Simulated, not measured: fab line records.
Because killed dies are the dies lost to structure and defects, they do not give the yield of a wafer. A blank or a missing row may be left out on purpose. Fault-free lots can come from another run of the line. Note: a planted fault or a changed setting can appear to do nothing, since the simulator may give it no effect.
The tool behind it: which one? | flow sky130 | 18 wafers sampled from 6 lots at 1 step of a route of 708

## WHAT EACH GAUGE READ, for each wafer
SKY_FIELD_ISO_CD_MEAS_13 targets a cd of 150 nm.
lot  | measured    | on        | cd nm (nm)
L968 | day 2 12:37 | cd sem-02 | 148.2 149.3 148.1
L970 | day 2 23:29 | cd sem-01 | 152.3 151.1 152.1
L973 | day 3 12:04 | cd sem-01 | 145.5 144.5 146.2
L982 | day 5 11:25 | cd sem-01 | 149.6 149.7 149.9
L987 | day 6 18:41 | cd sem-02 | 151.3 150.7 151.0
L990 | day 7 08:53 | cd sem-01 | 150.9 151.3 151.2

## TOOL THAT RAN EACH LOT (tool first, then ch and the chambers of the sampled wafers, then the start)
Record: no process step prior to these readings.

## THE ANSWER, worked out from the rows above alone
Rule: usual is defined by the lots themselves. The widest of any qualifying gaps counts: lots, ordered by their means at a reading, are off when they make up no more than a third of the lots, leave a main group of 4 or more, and stand apart from it by 3 or more times the standard deviation of that group's means. A main group whose means are all the same, to the digits that the tables above print for the reading, isn't used. Also off: a lot with no number at a reading for which 4 or more lots have one. All remaining lots with rows at the step are treated as sound.
Across all readings shown, no lot is off: no conclusion can be drawn from this.

## WHAT WAS PUT IN BY THE SIMULATOR
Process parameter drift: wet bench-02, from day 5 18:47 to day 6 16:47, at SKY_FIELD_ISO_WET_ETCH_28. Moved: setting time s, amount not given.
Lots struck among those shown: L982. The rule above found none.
